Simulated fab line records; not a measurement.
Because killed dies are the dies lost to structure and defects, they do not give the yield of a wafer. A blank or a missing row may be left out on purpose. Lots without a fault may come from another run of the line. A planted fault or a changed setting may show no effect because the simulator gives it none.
fab line records	flow sky130
record: lots: 6	wafers: 18	last_day: 50
route steps=708 shown VIA4@645 PAD_OPEN@708
lots untouched by any fault: they come from a run of this same line in which no faults occurred
start_h: hours from the record's opening day to when the first of the lot's shown wafers began	wait_h: hours since the lot's step before	" repeats the value in the row above	L1.1+2: a row that stands for several wafers	- no value, or no start was given	* or withheld: withheld	< > ~ a bound
route shown NAME@n: names a module that has steps shown in the file, with the first one's number in the route	usual: mean/standard deviation of fault-free wafers	same: alike in all rows	chamber/n: place in a boat	sites: readings site by site	_std_site: standard deviation across them	_edge_site: mean of outer sites minus mean of inner sites	radius_mm: for every site, how far away it sits from the centre of the wafer	mask NAME#n: copy n	behind: the most recent tool/chamber to have shaped the wafer	hold: what put the lot on hold/how long, in hours/how the hold closed	device: names the non-switching transistor (n, p or np)	end of line: the route-end tests of the same wafers	where a step has no rows: the recipe by itself	killed: the dies lost at the first sort to structure and to defects; this is not the yield of the wafer	map: a wafer's dies, x killed, . not, _ none there
set.NAME: setting as actually run; set.NAME@STEP: the setting as run at that earlier step	model.NAME: the simulator's own value behind a step, which no gauge read
lots at some steps of the route; a table a step, a row a wafer
services: from which hour (start_h, from the record's first day; less than 0 if before it) a tool's chamber was out of use, for how many hours, and why
== steps ==
step: SKY_VIA4_COAT_06
recipe: resist: NOVOLAK	spin_rpm: 3000	resist_thk_nm: 1140
step: SKY_VIA4_SOFTBAKE_07
recipe: temp_c: 90	time_s: 60	resist: NOVOLAK
step: SKY_VIA4_EXPOSE_08
recipe: mask_id: VIM4	na: 0.6	source_shape: conventional	sigma_outer: 0.6	polarization: unpolarized	target_cd_nm: 800	dose_mj: 132
step: SKY_VIA4_PEB_09
recipe: temp_c: withheld	time_s: *	resist: NOVOLAK
step: SKY_VIA4_DEVELOP_10
recipe: resist: NOVOLAK	developer: TMAH	develop_time_s: 60	dev_temp_c: 23
step: SKY_VIA4_OVL_MEAS_11
usual: VIA4_OVL: -1.5/1.6
lot.wafer	tool	chamber	start_h	wait_h	VIA4_OVL[nm]
L495.1	overlay-02	-	1070.50	0.1	-1.7
L495.3	"	-	"	"	-3.8
L495.6	"	-	"	"	-1.5
L499.2	overlay-02	-	1078.65	0.1	-0.3
L499.3	"	-	"	"	0.4
L499.4	"	-	"	"	-1.4
L505.1	overlay-01	-	1110.40	0.1	-1.1
L505.2	"	-	"	"	-2.1
L505.3	"	-	"	"	-3.8
L506.2	overlay-01	-	1117.70	0.1	-0.8
L506.4	"	-	"	"	-0.1
L506.5	"	-	"	"	0.7
L509.2	overlay-02	-	1134.63	0.1	0.6
L509.3	"	-	"	"	-1.3
L509.5	"	-	"	"	-2.6
L510.1	overlay-01	-	1139.95	0.1	-4.9
L510.4	"	-	"	"	-3.2
L510.5	"	-	"	"	-4.6
step: SKY_VIA4_ETCH_12
recipe: target: SiO2	chemistry: C4F8/O2/Ar	stop_on: TiN	mask_material: NOVOLAK	source_w: 1500	bias_w: 1200	pressure_mtorr: 40	c4f8_flow_sccm: withheld	O2_flow_sccm: 6	Ar_flow_sccm: 300	time_s: withheld	target_depth_a: 5800
usual: oes_product_au: 0.925/0.0047
lot.wafer	tool	chamber	start_h	wait_h	oes_product_au
L495.1	rie_diel-04	2	1070.54	0.0	0.925
L495.3	"	1	"	"	0.922
L495.6	"	3	"	"	0.928
L499.2	rie_diel-01	3	1078.68	0.0	0.913
L499.3	"	0	"	"	0.927
L499.4	"	2	"	"	0.927
L505.1	rie_diel-01	3	1110.43	0.0	0.922
L505.2	"	2	"	"	0.926
L505.3	"	1	"	"	0.923
L506.2	rie_diel-04	0	1117.73	0.0	0.923
L506.4	"	1	"	"	0.923
L506.5	"	3	"	"	0.924
L509.2	rie_diel-04	2	1134.66	0.0	0.928
L509.3	"	0	"	"	0.928
L509.5	"	3	"	"	0.932
L510.1	rie_diel-01	2	1139.98	0.0	0.927
L510.4	"	1	"	"	0.929
L510.5	"	0	"	"	0.921
step: SKY_VIA4_STRIP_13
recipe: chemistry: O2/N2	power_w: 1400	pressure_mtorr: 1500	platen_temp_c: withheld	o2_flow_sccm: 3000	n2_flow_sccm: 300	overash_fraction: 0.5
usual: drypump_motor_current_A: 5.5/0.48	oes_product_au: 0.709/0.0044	strip_time_to_endpoint_s: 12.81/0.031
lot.wafer	tool	chamber	start_h	wait_h	drypump_motor_current_A	oes_product_au	rf_hours_counter_h	strip_time_to_endpoint_s
L495.1	plasma_asher-03	0	1070.61	-	6.0	0.718	62	12.83
L495.3	"	0	"	"	6.0	0.711	-	12.79
L495.6	"	1	"	"	5.5	0.710	-	12.80
L499.2	plasma_asher-02	1	1078.76	-	4.7	0.710	32	12.80
L499.3	"	0	"	"	5.9	0.707	-	12.83
L499.4	"	1	"	"	4.7	0.714	-	12.76
L505.1	plasma_asher-02	1	1110.51	-	4.7	0.712	35	12.80
L505.2	"	0	"	"	5.9	0.711	35	12.78
L505.3	"	1	"	"	4.7	0.714	-	12.86
L506.2	plasma_asher-01	0	1117.81	-	5.5	0.708	101	12.83
L506.4	"	1	"	"	5.5	0.710	-	12.79
L506.5	"	0	"	"	5.5	0.713	-	12.81
L509.2	plasma_asher-03	1	1134.73	-	5.5	0.709	68	12.81
L509.3	"	0	"	"	6.0	0.711	-	12.81
L509.5	"	1	"	"	5.5	0.710	-	12.82
L510.1	plasma_asher-02	0	1140.06	-	5.8	0.705	38	12.77
L510.4	"	0	"	"	5.8	0.702	-	12.81
L510.5	"	0	"	"	5.8	0.715	-	12.84
step: SKY_VIA4_STRIP_14
recipe: chemistry: post_etch_residue_remover	time_s: 1200	temp_c: 72.5
step: SKY_VIA4_CLEAN_15
recipe: chemistry: IPA	time_s: 180	temp_c: 25
step: SKY_VIA4_CLEAN_16
recipe: chemistry: O3/DIW	dry: n2_spin
step: SKY_VIA4_SPUTTER_17
recipe: material: TiN	target_thk_nm: 20	chamber_pressure_pa: 5	power_w: 4000	time_s: 80
usual: throttle_valve_pct: 30.0/0.63
lot.wafer	tool	chamber	start_h	wait_h	throttle_valve_pct
L495.1	pvd_sputter-03	-	1071.22	0.0	30.4
L495.3	"	-	"	"	29.5
L495.6	"	-	"	"	29.6
L499.2	pvd_sputter-03	-	1079.39	0.0	30.5
L499.3	"	-	"	"	30.3
L499.4	"	-	"	"	30.3
L505.1	pvd_sputter-03	-	1111.13	0.0	30.5
L505.2	"	-	"	"	30.5
L505.3	"	-	"	"	30.2
L506.2	pvd_sputter-01	-	1118.44	0.0	29.4
L506.4	"	-	"	"	29.6
L506.5	"	-	"	"	30.8
L509.2	pvd_sputter-03	-	1135.36	0.0	30.2
L509.3	"	-	"	"	29.4
L509.5	"	-	"	"	30.4
L510.1	pvd_sputter-02	-	1140.69	0.0	30.1
L510.4	"	-	"	"	28.9
L510.5	"	-	"	"	29.7
step: SKY_VIA4_CVD_18
recipe: material: W	target_thk_nm: 505	time_s: 152.14	temp_c: 400	pressure_torr: 40
usual: heater_power_w: 866/65	susceptor_temp_C: 400.02/0.22
lot.wafer	tool	chamber	start_h	wait_h	heater_power_w	susceptor_temp_C	model.W_of_VIA4_CVD_18.thk_nm
L495.1	cvd_w-01	0	1071.28	0.0	832	399.61	501.8
L495.3	"	1	"	"	746	400.25	507.9
L495.6	"	1	"	"	742	399.91	505.8
L499.2	cvd_w-02	0	1079.45	0.0	929	400.30	503.1
L499.3	"	0	"	"	935	400.35	500.9
L499.4	"	1	"	"	884	400.19	508.4
L505.1	cvd_w-01	1	1111.19	0.0	729	397.09	482.5
L505.2	"	0	"	"	809	397.00	479.6
L505.3	"	0	"	"	825	396.93	480.1
L506.2	cvd_w-01	1	1118.50	0.0	724	397.41	479
L506.4	"	1	"	"	730	397.29	480.5
L506.5	"	1	"	"	728	397.10	475.5
L509.2	cvd_w-02	0	1135.43	0.0	914	400.10	499.1
L509.3	"	0	"	"	957	400.01	501.2
L509.5	"	1	"	"	880	400.34	501.7
L510.1	cvd_w-02	1	1140.75	0.0	865	399.86	500.7
L510.4	"	1	"	"	875	399.93	501
L510.5	"	1	"	"	883	399.71	501.8
step: SKY_VIA4_RS_MEAS_19
recipe: thk_meas_gauge: four-point-probe	reads: W_of_VIA4_CVD_18+TiN_of_VIA4_SPUTTER_17
usual: VIA4_W_RS: 0.2276/0.0022
lot.wafer	tool	chamber	start_h	wait_h	VIA4_W_RS[ohm/sq]
L495.1	film_metro-04	-	1071.43	0.1	0.2279
L495.3	"	-	"	"	0.2258
L495.6	"	-	"	"	0.2267
L499.2	film_metro-01	-	1079.62	0.1	0.2271
L499.3	"	-	"	"	0.2287
L499.4	"	-	"	"	0.2251
L505.1	film_metro-04	-	1111.35	0.1	0.2372
L505.2	"	-	"	"	0.2386
L505.3	"	-	"	"	0.2388
L506.2	film_metro-02	-	1118.67	0.1	0.2393
L506.4	"	-	"	"	0.2384
L506.5	"	-	"	"	0.2409
L509.2	film_metro-02	-	1135.60	0.1	0.2295
L509.3	"	-	"	"	0.2281
L509.5	"	-	"	"	0.2282
L510.1	film_metro-02	-	1141.05	0.3	0.2288
L510.4	"	-	"	"	0.2281
L510.5	"	-	"	"	0.2280
step: SKY_VIA4_THK_MEAS_20
recipe: thk_meas_gauge: xrf	reads: W_of_VIA4_CVD_18
usual: VIA4_W_THK: 505/7.7
lot.wafer	tool	chamber	start_h	wait_h	VIA4_W_THK[nm]
L495.1	film_metro-04	-	1071.55	0.1	513
L495.3	"	-	"	"	515
L495.6	"	-	"	"	517
L499.2	film_metro-01	-	1079.73	0.1	511
L499.3	"	-	"	"	505
L499.4	"	-	"	"	516
L505.1	film_metro-04	-	1111.47	0.1	490
L505.2	"	-	"	"	484
L505.3	"	-	"	"	487
L506.2	film_metro-02	-	1118.78	0.1	475
L506.4	"	-	"	"	477
L506.5	"	-	"	"	472
L509.2	film_metro-02	-	1135.71	0.1	502
L509.3	"	-	"	"	502
L509.5	"	-	"	"	502
L510.1	film_metro-02	-	1141.17	0.1	501
L510.4	"	-	"	"	499
L510.5	"	-	"	"	502
step: SKY_VIA4_CMP_21
recipe: stop_on: SiO2	t_overpolish_s: 25	down_force_psi: 3.5	platen_rpm: 60	target_thk_nm: 0	pad_velocity_m_s: 0.94248
usual: motor_current_A: 10.6/0.97	retaining_ring_pressure_frac: 1.001/0.0056
lot.wafer	tool	chamber	start_h	wait_h	motor_current_A	retaining_ring_pressure_frac
L495.1	cmp-01	3	1071.66	0.1	11.6	0.998
L495.3	"	0	"	"	11.4	1.000
L495.6	"	2	"	"	11.8	0.998
L499.4	cmp-01	3	1079.78	0.0	11.2	1.000
L499.2	"	0	"	"	11.3	1.001
L499.3	"	2	"	"	11.5	0.996
L505.1	cmp-01	0	1111.58	0.1	10.8	0.993
L505.3	"	1	"	"	10.1	0.999
L505.2	"	2	"	"	10.8	1.000
L506.4	cmp-01	2	1118.88	0.1	11.7	0.995
L506.2	"	0	"	"	11.4	0.994
L506.5	"	2	"	"	11.4	1.000
L509.2	cmp-01	0	1135.76	0.0	10.5	0.996
L509.3	"	2	"	"	12.2	1.004
L509.5	"	1	"	"	9.3	1.004
L510.1	cmp-01	1	1141.23	0.1	9.8	0.999
L510.4	"	0	"	"	11.0	0.994
L510.5	"	1	"	"	9.7	1.001
step: SKY_PAD_OPEN_PROBE_99
usual: defect_limited_yield: 82.2/1.8	killed_at_M0_to_M3: 44/7.1	killed_at_M4_up: 3.1/1.9	killed_at_contacts: 25/5.8	killed_at_front_end: 16/4.5	killed_at_other: 0.3/0.52	killed_dies: 88/9.1	killed_open: 48/6.8	killed_short: 39/5.8	sort_bin_3_pad_short: 0.9/0.4	sort_bin_5_function: 10.6/1.4	sort_bin_6_memory: 6.3/1.1	sort_n_pass: 404/9.1	sort_yield_pct: 82.2/1.8
same: gross_dies: 492	killed_at_back_side: 0	sort_bin_4_leakage[%]: 0	sort_bin_8_speed[%]: 0
lot.wafer	tool	chamber	start_h	wait_h	defect_limited_yield[%]	killed_at_M0_to_M3	killed_at_M4_up	killed_at_contacts	killed_at_front_end	killed_at_other	killed_dies	killed_open	killed_short	sort_bin_3_pad_short[%]	sort_bin_5_function[%]	sort_bin_6_memory[%]	sort_n_pass	sort_yield_pct[%]
L495.1	prober-02	-	1135.52	0.1	83.3	39	4	29	9	1	82	48	34	1.6	9.8	5.3	410	83.3
L495.3	prober-02	-	1135.62	0.2	84.3	37	1	30	9	0	77	34	43	1.0	10.0	4.7	415	84.3
L495.6	prober-02	-	1135.77	0.2	83.3	43	3	22	14	0	82	48	34	0.6	8.9	7.1	410	83.3
L499.2	prober-02	-	1143.39	0.1	82.3	42	2	30	13	0	87	46	41	1.0	10.2	6.5	405	82.3
L499.3	prober-02	-	1143.44	0.2	85.2	31	0	34	8	0	73	36	35	0.8	8.3	5.7	419	85.2
L499.4	prober-02	-	1143.49	0.2	81.1	60	3	22	8	0	93	45	48	1.2	12.0	5.7	399	81.1
L505.1	prober-02	-	1171.31	0.1	82.3	45	4	25	13	0	87	47	40	1.2	10.8	5.7	405	82.3
L505.2	prober-02	-	1171.36	0.1	81.3	50	4	17	21	0	92	54	38	0.6	10.2	7.9	400	81.3
L505.3	prober-02	-	1171.41	0.2	78.9	65	1	22	16	0	104	55	48	1.0	13.2	6.9	388	78.9
L506.2	prober-01	-	1176.62	0.1	81.3	48	3	25	16	0	92	47	45	1.4	9.8	7.5	400	81.3
L506.4	prober-01	-	1176.72	0.2	80.7	51	1	25	18	0	95	58	36	0.8	12.8	5.7	397	80.7
L506.5	prober-01	-	1176.77	0.2	82.5	42	6	24	14	0	86	54	32	0.6	10.8	6.1	406	82.5
L510.1	prober-01	-	1196.02	0.1	81.1	45	2	25	21	0	93	42	51	1.0	12.0	5.9	399	81.1
L510.4	prober-01	-	1196.17	0.2	80.1	38	3	41	16	0	98	65	32	0.8	11.8	7.3	394	80.1
L510.5	prober-01	-	1196.22	0.2	79.3	50	3	30	19	0	102	51	51	1.0	11.6	8.1	390	79.3
killed by level:class
L495.1 CONTACT:geometric_particle:open=15 VIA1:geometric_particle:open=10 VIA3:geometric_particle:open=9 CONTACT:geometric_particle:short=7 VIA1:geometric_particle:short=5 FIELD_ISO:geometric_particle:short=4 VIA2:geometric_particle:open=4 METAL1:geometric_particle:short=3
L495.3 LOCAL_INTERCONNECT:geometric_particle:short=9 VIA1:geometric_particle:open=8 VIA3:geometric_particle:open=7 CONTACT:geometric_particle:open=7 METAL1:geometric_particle:short=6 LI_CONTACT:geometric_particle:short=5 CONTACT:geometric_particle:short=5 POLY_GATE:geometric_particle:short=3
L495.6 VIA3:geometric_particle:open=9 VIA1:geometric_particle:open=8 CONTACT:geometric_particle:open=7 METAL1:geometric_particle:short=6 CONTACT:geometric_particle:short=6 FIELD_ISO:geometric_particle:open=5 VIA1:geometric_particle:short=5 LOCAL_INTERCONNECT:geometric_particle:short=4
L499.2 CONTACT:geometric_particle:open=11 VIA2:geometric_particle:open=9 VIA1:geometric_particle:open=8 LOCAL_INTERCONNECT:geometric_particle:short=7 LI_CONTACT:geometric_particle:open=6 FIELD_ISO:geometric_particle:short=5 CONTACT:geometric_particle:short=5 VIA3:geometric_particle:short=5
L499.3 CONTACT:geometric_particle:open=9 LOCAL_INTERCONNECT:geometric_particle:short=9 CONTACT:geometric_particle:short=7 VIA2:geometric_particle:open=7 LI_CONTACT:geometric_particle:open=5 VIA1:geometric_particle:open=5 METAL2:geometric_particle:short=5 VIA1:geometric_particle:short=4
L499.4 VIA3:geometric_particle:open=10 LI_CONTACT:geometric_particle:open=9 VIA1:geometric_particle:open=9 METAL2:geometric_particle:short=9 VIA2:geometric_particle:open=9 METAL1:geometric_particle:short=6 LOCAL_INTERCONNECT:geometric_particle:short=5 VIA1:geometric_particle:short=5
L505.1 VIA1:geometric_particle:open=11 CONTACT:geometric_particle:open=7 METAL2:geometric_particle:short=6 CONTACT:geometric_particle:short=6 LI_CONTACT:geometric_particle:open=5 VIA2:geometric_particle:open=5 LI_CONTACT:geometric_particle:short=4 METAL1:geometric_particle:short=4
L505.2 VIA1:geometric_particle:open=12 VIA2:geometric_particle:open=9 FIELD_ISO:geometric_particle:open=8 VIA1:geometric_particle:short=6 VIA3:geometric_particle:open=6 POLY_GATE:geometric_particle:short=5 METAL2:geometric_particle:short=5 CONTACT:geometric_particle:open=5
L505.3 VIA1:geometric_particle:open=16 METAL2:geometric_particle:short=11 CONTACT:geometric_particle:open=10 VIA1:geometric_particle:short=8 VIA2:geometric_particle:open=8 METAL3:geometric_particle:short=5 FIELD_ISO:geometric_particle:open=4 LOCAL_INTERCONNECT:geometric_particle:short=4
L506.2 CONTACT:geometric_particle:open=13 VIA1:geometric_particle:open=10 METAL2:geometric_particle:short=9 VIA3:geometric_particle:open=8 METAL1:geometric_particle:short=6 VIA1:geometric_particle:short=6 FIELD_ISO:geometric_particle:short=5 POLY_GATE:geometric_particle:short=4
L506.4 VIA1:geometric_particle:open=17 CONTACT:geometric_particle:open=9 METAL1:geometric_particle:short=7 FIELD_ISO:geometric_particle:open=6 LI_CONTACT:geometric_particle:open=6 VIA1:geometric_particle:short=6 VIA3:geometric_particle:open=6 CONTACT:geometric_particle:short=5
L506.5 VIA3:geometric_particle:open=15 CONTACT:geometric_particle:open=11 VIA1:geometric_particle:open=10 LI_CONTACT:geometric_particle:open=7 VIA1:geometric_particle:short=5 METAL4:geometric_particle:short=5 FIELD_ISO:geometric_particle:open=4 LOCAL_INTERCONNECT:geometric_particle:short=4
L510.1 VIA1:geometric_particle:open=10 METAL1:geometric_particle:short=8 FIELD_ISO:geometric_particle:open=7 FIELD_ISO:geometric_particle:short=6 CONTACT:geometric_particle:open=6 LI_CONTACT:geometric_particle:open=5 LI_CONTACT:geometric_particle:short=5 LOCAL_INTERCONNECT:geometric_particle:short=5
L510.4 CONTACT:geometric_particle:open=17 VIA1:geometric_particle:open=12 LI_CONTACT:geometric_particle:open=11 CONTACT:geometric_particle:short=7 POLY_GATE:geometric_particle:open=6 LOCAL_INTERCONNECT:geometric_particle:short=5 METAL2:geometric_particle:short=5 VIA3:geometric_particle:open=5
L510.5 VIA1:geometric_particle:open=14 METAL2:geometric_particle:short=9 CONTACT:geometric_particle:open=8 FIELD_ISO:geometric_particle:short=6 LI_CONTACT:geometric_particle:short=6 LI_CONTACT:geometric_particle:open=6 LOCAL_INTERCONNECT:geometric_particle:short=6 VIA1:geometric_particle:short=5
== services ==
tool	chamber	start_h	hours	kind
pvd_sputter-01	0	1050.78	-	consumable_replace:kit
pvd_sputter-01	0	1050.78	18.0	scheduled_down
pvd_sputter-01	0	1050.78	18.0	vent_cycle
cvd_w-01	-	1056.14	2.9	repair
pvd_sputter-03	-	1057.40	3.3	repair
rie_diel-04	0	1061.73	29.8	repair
rie_diel-01	0	1066.99	7.0	repair
rie_diel-01	3	1073.34	2.6	repair
plasma_asher-01	-	1078.17	1.4	repair
pvd_sputter-03	-	1081.73	0.7	repair
rie_diel-04	-	1095.09	1.6	repair
rie_diel-04	1	1099.32	3.7	repair
cmp-01	-	1101.44	6.3	repair
plasma_asher-01	-	1104.63	1.1	repair
plasma_asher-01	-	1106.20	2.6	repair
plasma_asher-01	-	1109.19	2.4	repair
pvd_sputter-03	3	1118.53	-	consumable_replace:kit
pvd_sputter-03	3	1118.53	18.0	scheduled_down
pvd_sputter-03	3	1118.53	18.0	vent_cycle
cmp-01	-	1126.00	1.5	repair
rie_diel-04	1	1136.34	1.3	repair
cvd_w-02	0	1139.64	9.4	repair
pvd_sputter-01	-	1140.91	1.4	repair
== key ==
first_sign: step: SKY_VIA4_CVD_18	reading: susceptor_temp_C	direction: down	sigmas: 13	usual: *	struck: *
effect: step: SKY_VIA4_RS_MEAS_19	reading: VIA4_W_RS	direction: up	sigmas: 5.1	usual: 0.2276	struck: 0.2389
effect: step: SKY_VIA4_THK_MEAS_20	reading: VIA4_W_THK	direction: down	sigmas: 3.1	usual: 505	struck: 481
model_effect: step: SKY_VIA4_CVD_18	value: W_of_VIA4_CVD_18.thk_nm	without: 505	struck: 479.5
met_at SKY_VIA4_CVD_18
struck_wafers L505.1,L505.2,L505.3,L506.2,L506.4,L506.5
onset_between 1071.28 1111.19
fault: kind: process_parameter_drift	tool: cvd_w-01	chamber: -	onset_h: 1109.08	steps: SKY_VIA4_CVD_18	channel: temp_c	offset: *	shape: step	end_h: 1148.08	acts_in: *	stated: *
